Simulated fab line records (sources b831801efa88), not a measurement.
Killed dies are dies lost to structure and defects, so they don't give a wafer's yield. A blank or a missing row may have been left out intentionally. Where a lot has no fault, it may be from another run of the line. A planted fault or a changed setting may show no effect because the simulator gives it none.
fab line records	flow sfqLine
[record] lots = 13	wafers = 39	lastDay = 93
route steps=325 shown I3@136 R5@217 C5@249 M8@325
lots that met no fault: taken from a fault-free run of the same line
startH: hours from the record's opening day to when the first of the lot's shown wafers began	waitH: hours since the lot's step before	" repeats the value in the row above	L1.1+2: several wafers, shown together as one row	- no value present, or no start provided	* or withheld: withheld	< > ~ a bound
route shown NAME@n: a module of which the file shows steps, and the number in the route of the first	usual: the fault-free wafers' mean and standard deviation	same: alike in all rows	chamber/n: place in a boat	sites: the reading at each site	_std_site: their standard deviation	_edge_site: mean of outer sites minus mean of inner sites	radiusMm: how far each site lies from the wafer's centre	mask NAME#n: copy n	behind: the most recent tool/chamber to have shaped the wafer	hold: what put the lot on hold/how long, in hours/how the hold closed	device: whichever transistor did not switch (one of n, p or np)	end of line: at the end of the route, the tests of the same wafers	step lacking rows: just its recipe	killed: dies lost to structure and defects at the first sort, not the wafer's yield	map: dies across one wafer; x = killed, . = not, _ = none there
set.NAME: the setting as run; set.NAME@STEP: as run at that earlier step	model.NAME: the simulator's own value behind a step, which no gauge read
the route's steps for a sample of lots (tables are steps, rows are wafers)
services: a tool's chamber out of use, with start hour (startH, from the record's first day; less than 0 if before it), hours out, and reason
[[steps]]
[step SFQ_TRILAYER_I3_METRO_MEASURE_083]
[usual] thkNm = 200.3/0.86
lot.wafer	tool	chamber	startH	waitH	thkNm
L542.2	filmMetro-01	-	819.31	0.3	199.8
L542.3	"	-	"	"	200.3
L542.6	"	-	"	"	198.5
L543.1	filmMetro-01	-	834.13	0.1	201.7
L543.3	"	-	"	"	200.6
L543.4	"	-	"	"	200.8
L544.2	filmMetro-04	-	958.03	0.3	198.8
L544.3	"	-	"	"	200.0
L544.6	"	-	"	"	199.3
L546.4	filmMetro-04	-	976.43	0.6	201.2
L546.5	"	-	"	"	201.0
L546.6	"	-	"	"	200.6
L548.1	filmMetro-02	-	985.53	0.1	199.7
L548.3	"	-	"	"	201.0
L548.4	"	-	"	"	199.7
L549.1	filmMetro-04	-	987.83	0.1	200.9
L549.2	"	-	"	"	198.9
L549.5	"	-	"	"	199.4
L550.1	filmMetro-01	-	1030.60	0.1	200.9
L550.4	"	-	"	"	200.3
L550.5	"	-	"	"	200.1
L552.2	filmMetro-02	-	1170.58	0.3	200.7
L552.3	"	-	"	"	199.3
L552.5	"	-	"	"	199.8
L558.3	filmMetro-02	-	1191.08	0.5	200.6
L558.4	"	-	"	"	201.5
L558.5	"	-	"	"	201.5
L560.2	filmMetro-01	-	1198.86	0.3	200.1
L560.3	"	-	"	"	199.0
L560.4	"	-	"	"	200.7
L561.4	filmMetro-04	-	1202.26	0.6	199.7
L561.5	"	-	"	"	200.0
L561.6	"	-	"	"	199.8
L563.1	filmMetro-02	-	1210.66	0.1	201.2
L563.2	"	-	"	"	201.4
L563.3	"	-	"	"	200.7
L564.1	filmMetro-04	-	1211.68	0.1	200.5
L564.3	"	-	"	"	200.8
L564.6	"	-	"	"	200.7
[step SFQ_TRILAYER_R5_LITHO_COAT_141]
[recipe] resist = BARC	spinRpm = 3000	resistThkNm = 62
[usual] exhaustPa = 45.1/0.89	spinSpeedRpm = 2999.8/2.3
lot.wafer	tool	chamber	startH	waitH	exhaustPa	spinSpeedRpm
L542.2	lithoTrack-01	0	1351.47	0.1	44.3	3003.2
L542.3	"	0	"	"	43.5	3002.3
L542.6	"	0	"	"	44.6	3003.1
L543.1	lithoTrack-03	0	1351.84	0.1	44.1	2998.0
L543.3	"	0	"	"	43.5	3000.6
L543.4	"	0	"	"	44.3	3003.5
L544.2	lithoTrack-03	0	1361.49	0.1	45.0	3003.5
L544.3	"	0	"	"	45.3	2997.7
L544.6	"	0	"	"	45.4	3000.8
L546.4	lithoTrack-01	0	1421.59	0.2	44.4	3002.8
L546.5	"	0	"	"	44.5	2997.8
L546.6	"	0	"	"	44.9	2999.8
L548.1	lithoTrack-01	0	1426.01	0.1	46.3	3000.3
L548.3	"	0	"	"	45.7	3000.1
L548.4	"	0	"	"	46.7	3000.3
L549.1	lithoTrack-03	0	1431.97	0.1	46.3	2997.8
L549.2	"	0	"	"	45.6	2998.1
L549.5	"	0	"	"	45.9	2997.2
L550.1	lithoTrack-03	0	1462.67	0.1	44.9	2999.7
L550.4	"	0	"	"	44.0	3002.0
L550.5	"	0	"	"	43.4	3002.2
L552.2	lithoTrack-01	0	1466.30	0.1	45.4	2999.3
L552.3	"	0	"	"	44.8	2997.4
L552.5	"	0	"	"	46.3	2997.5
L558.3	lithoTrack-03	0	1588.72	0.1	44.9	3002.4
L558.4	"	0	"	"	44.0	2998.7
L558.5	"	0	"	"	42.7	2997.2
L560.2	lithoTrack-02	0	1595.87	0.1	46.4	3000.6
L560.3	"	0	"	"	44.8	2997.9
L560.4	"	0	"	"	44.7	2999.5
L561.4	lithoTrack-02	0	1598.97	0.2	45.3	2998.4
L561.5	"	0	"	"	46.7	3002.7
L561.6	"	0	"	"	45.1	2997.7
L563.1	lithoTrack-01	0	1604.82	0.1	45.8	2999.7
L563.2	"	0	"	"	45.4	2998.9
L563.3	"	0	"	"	46.1	2999.6
L564.1	lithoTrack-01	0	1607.62	0.1	44.3	3001.7
L564.3	"	0	"	"	46.3	3000.9
L564.6	"	0	"	"	44.3	3004.1
[step SFQ_TRILAYER_R5_BARC_OPEN_METAL_ETCH_177]
[recipe] maskMaterial = PR	chemistry = O2	targetDepthNm = 125	target = BARC	icpW = 600	biasW = 80	pressureMtorr = 10	timeS = 41.7
[usual] chamberPressureMTorr = 10.000/0.0091	drypumpMotorCurrentA = 6.2/0.46	oesProductAu = 0.685/0.0049
lot.wafer	tool	chamber	startH	waitH	chamberPressureMTorr	drypumpMotorCurrentA	oesProductAu	rfHoursCounterH
L542.2	rieMetal-02	1	1477.85	0.0	10.022	6.8	0.688	54
L542.3	"	0	"	"	9.991	6.4	0.690	-
L542.6	"	1	"	"	9.994	6.8	0.681	-
L543.1	rieMetal-04	0	1479.05	0.0	9.991	5.7	0.687	10
L543.3	"	0	"	"	10.022	5.7	0.682	-
L543.4	"	1	"	"	10.007	6.2	0.682	-
L544.2	rieMetal-03	0	1488.65	0.0	9.984	5.5	0.680	100
L544.3	"	1	"	"	9.998	6.3	0.685	-
L544.6	"	1	"	"	9.997	6.3	0.694	-
L546.4	rieMetal-03	1	1545.90	0.0	9.990	6.3	0.680	-
L546.5	"	1	"	"	10.001	6.3	0.681	-
L546.6	"	0	"	"	10.004	5.4	0.691	-
L548.1	rieMetal-02	0	1554.53	0.0	10.014	6.4	0.688	9
L548.3	"	1	"	"	10.003	6.8	0.689	-
L548.4	"	0	"	"	9.995	6.4	0.683	-
L549.1	rieMetal-02	0	1559.33	0.0	10.002	6.4	0.684	9
L549.2	"	1	"	"	10.002	6.8	0.684	63
L549.5	"	0	"	"	9.997	6.3	0.691	-
L550.1	rieMetal-04	0	1572.83	0.0	9.996	5.7	0.680	23
L550.4	"	1	"	"	10.008	6.2	0.685	-
L550.5	"	0	"	"	10.009	5.7	0.689	-
L552.2	rieMetal-02	1	1575.23	0.0	9.997	6.8	0.693	65
L552.3	"	0	"	"	9.987	6.4	0.687	-
L552.5	"	1	"	"	9.998	6.8	0.687	-
L558.3	rieMetal-02	1	1605.46	0.0	10.006	6.8	0.701	-
L558.4	"	0	"	"	9.998	6.4	0.707	-
L558.5	"	0	"	"	10.010	6.4	0.719	-
L560.2	rieMetal-02	0	1694.99	0.0	10.002	6.4	0.683	26
L560.3	"	1	"	"	10.004	6.8	0.688	-
L560.4	"	0	"	"	9.998	6.4	0.680	-
L561.4	rieMetal-02	1	1697.41	0.0	9.997	6.8	0.690	-
L561.5	"	1	"	"	9.988	6.8	0.688	-
L561.6	"	0	"	"	9.991	6.4	0.680	-
L563.1	rieMetal-02	0	1700.99	0.0	10.005	6.4	0.691	28
L563.2	"	1	"	"	9.996	6.8	0.682	84
L563.3	"	1	"	"	10.006	6.8	0.688	-
L564.1	rieMetal-02	1	1702.19	0.0	10.005	6.8	0.680	84
L564.3	"	1	"	"	10.021	6.8	0.694	-
L564.6	"	0	"	"	9.981	6.4	0.681	-
[step SFQ_TRILAYER_C5_STRIP_STRIP_155]
[recipe] gas = O2	powerW = 200	platenTempC = 40	overashFraction = 0.65	chemistry = O2	pressureMtorr = 50
[usual] chamberPressureMTorr = 50.00/0.043	drypumpMotorCurrentA = 5.9/0.33	oesProductAu = 0.998/0.0068
[same] overashFraction = 0.65
lot.wafer	tool	chamber	startH	waitH	chamberPressureMTorr	drypumpMotorCurrentA	oesProductAu	rfHoursCounterH
L542.2	rieMetal-01	0	1604.12	-	50.02	5.8	0.989	72
L542.3	"	0	"	"	50.02	5.7	0.997	-
L542.6	"	0	"	"	50.04	5.7	1.002	-
L543.1	rieMetal-03	1	1606.52	-	49.98	6.3	0.987	76
L543.3	"	0	"	"	50.02	5.4	0.980	-
L543.4	"	1	"	"	49.92	6.3	0.989	-
L544.2	rieMetal-03	1	1610.33	-	49.94	6.3	0.988	76
L544.3	"	1	"	"	50.02	6.3	0.992	-
L544.6	"	0	"	"	50.01	5.4	1.000	-
L546.4	rieMetal-04	1	1766.48	-	50.01	6.3	0.989	-
L546.5	"	1	"	"	50.03	6.3	0.996	-
L546.6	"	0	"	"	50.11	5.6	1.001	-
L548.1	rieMetal-03	0	1772.28	-	50.03	5.4	1.002	2
L548.3	"	0	"	"	49.93	5.4	0.993	-
L548.4	"	1	"	"	50.00	6.3	0.979	-
L549.1	rieMetal-01	1	1778.28	-	50.01	5.9	0.999	34
L549.2	"	0	"	"	49.95	5.7	1.002	94
L549.5	"	1	"	"	50.02	5.9	0.999	-
L550.1	rieMetal-04	1	1784.28	-	49.96	6.2	1.009	12
L550.4	"	0	"	"	49.99	5.7	0.997	-
L550.5	"	0	"	"	50.04	5.7	1.006	-
L552.2	rieMetal-03	1	1787.88	-	50.02	6.3	0.994	102
L552.3	"	0	"	"	50.04	5.4	0.997	-
L552.5	"	1	"	"	49.98	6.3	0.992	-
L558.3	rieMetal-03	1	1808.68	-	50.00	6.3	1.001	-
L558.4	"	1	"	"	49.96	6.3	0.999	-
L558.5	"	1	"	"	50.00	6.3	1.005	-
L560.2	rieMetal-04	1	1859.98	-	49.99	6.2	1.008	22
L560.3	"	0	"	"	50.01	5.6	1.009	-
L560.4	"	1	"	"	49.98	6.2	1.016	-
L561.4	rieMetal-03	0	1861.38	-	49.99	5.4	0.991	-
L561.5	"	1	"	"	49.94	6.3	0.992	-
L561.6	"	0	"	"	50.07	5.4	0.998	-
L563.1	rieMetal-03	1	1863.58	-	49.92	6.3	0.996	117
L563.2	"	0	"	"	50.05	5.5	0.995	15
L563.3	"	1	"	"	49.99	6.3	0.999	-
L564.1	rieMetal-01	0	1864.78	-	49.96	5.7	0.994	110
L564.3	"	1	"	"	50.04	5.9	0.991	-
L564.6	"	1	"	"	49.92	5.9	0.994	-
[step SFQ_M8_BOW_MEAS_951]
[recipe] mode = bow
[usual] M8_BOW = 8/12
lot.wafer	tool	chamber	startH	waitH	M8_BOW[um]
L542.2	filmMetro-04	-	2054.10	0.0	19
L542.3	"	-	"	"	15
L542.6	"	-	"	"	15
L543.1	filmMetro-03	-	2055.28	0.0	-1
L543.3	"	-	"	"	11
L543.4	"	-	"	"	7
L544.2	filmMetro-02	-	2091.85	0.0	25
L544.3	"	-	"	"	17
L544.6	"	-	"	"	2
L546.4	filmMetro-04	-	2120.93	0.1	17
L546.5	"	-	"	"	10
L546.6	"	-	"	"	20
L548.1	filmMetro-02	-	2131.67	0.0	11
L548.3	"	-	"	"	5
L548.4	"	-	"	"	-6
L549.1	filmMetro-04	-	2134.07	0.0	0
L549.2	"	-	"	"	13
L549.5	"	-	"	"	2
L550.1	filmMetro-04	-	2136.47	0.0	-7
L550.4	"	-	"	"	5
L550.5	"	-	"	"	8
L552.2	filmMetro-03	-	2143.81	0.0	18
L552.3	"	-	"	"	19
L552.5	"	-	"	"	17
L558.3	filmMetro-02	-	2170.23	0.0	7
L558.4	"	-	"	"	8
L558.5	"	-	"	"	-2
L560.2	filmMetro-04	-	2205.14	0.0	5
L560.3	"	-	"	"	7
L560.4	"	-	"	"	-2
L561.4	filmMetro-03	-	2208.78	0.1	11
L561.5	"	-	"	"	17
L561.6	"	-	"	"	17
L563.1	filmMetro-04	-	2214.21	0.0	-1
L563.2	"	-	"	"	8
L563.3	"	-	"	"	5
L564.1	filmMetro-02	-	2220.21	0.0	-8
L564.3	"	-	"	"	-3
L564.6	"	-	"	"	1
[[services]]
tool	chamber	startH	hours	kind
rieMetal-04	0	800.68	15.5	repair
rieMetal-02	-	888.46	1.4	pm
rieMetal-03	1	900.67	1.8	repair
rieMetal-03	-	979.56	0.2	repair
rieMetal-02	0	1011.28	3.5	repair
rieMetal-02	1	1026.60	1.2	repair
rieMetal-02	-	1091.66	0.7	repair
rieMetal-03	0	1154.76	14.4	repair
rieMetal-02	-	1190.82	2.8	pm
rieMetal-03	1	1192.11	18.5	repair
rieMetal-02	-	1207.42	6.1	repair
rieMetal-02	-	1228.90	0.5	repair
rieMetal-03	-	1232.35	14.6	pm
rieMetal-03	-	1345.24	10.6	repair
rieMetal-02	-	1421.68	28.1	pm
rieMetal-02	-	1457.38	5.9	repair
rieMetal-03	1	1519.43	3.0	repair
rieMetal-03	-	1625.62	2.8	pm
rieMetal-02	-	1719.87	0.2	repair
rieMetal-03	-	1772.94	0.4	repair
rieMetal-03	0	1795.07	17.4	repair
rieMetal-02	0	1816.86	16.9	repair
rieMetal-03	-	1822.11	0.4	repair
rieMetal-02	-	1832.20	5.5	repair
[[key]]
[firstSign] step = SFQ_TRILAYER_R5_BARC_OPEN_METAL_ETCH_177	reading = oesProductAu	direction = up	sigmas = 4.9	usual = 0.685	struck = 0.709
effect none on later readings
metAt SFQ_TRILAYER_R5_LITHO_COAT_141
struckLots L558
struckWafers L558.3,L558.4,L558.5
notActingAt SFQ_TRILAYER_I3_METRO_MEASURE_083,SFQ_TRILAYER_C5_STRIP_STRIP_155,SFQ_M8_BOW_MEAS_951
onsetBetween 1462.67 1588.72
[fault] kind = processParameterDrift	tool = lithoTrack-03	chamber = -	onsetH = 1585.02	steps = SFQ_TRILAYER_R5_LITHO_COAT_141	channel = resistThkNm	offset = 3.2906	shape = step	endH = 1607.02	scope = struckWafersOnly	actsIn = theseRecipesOnly	stated = 62
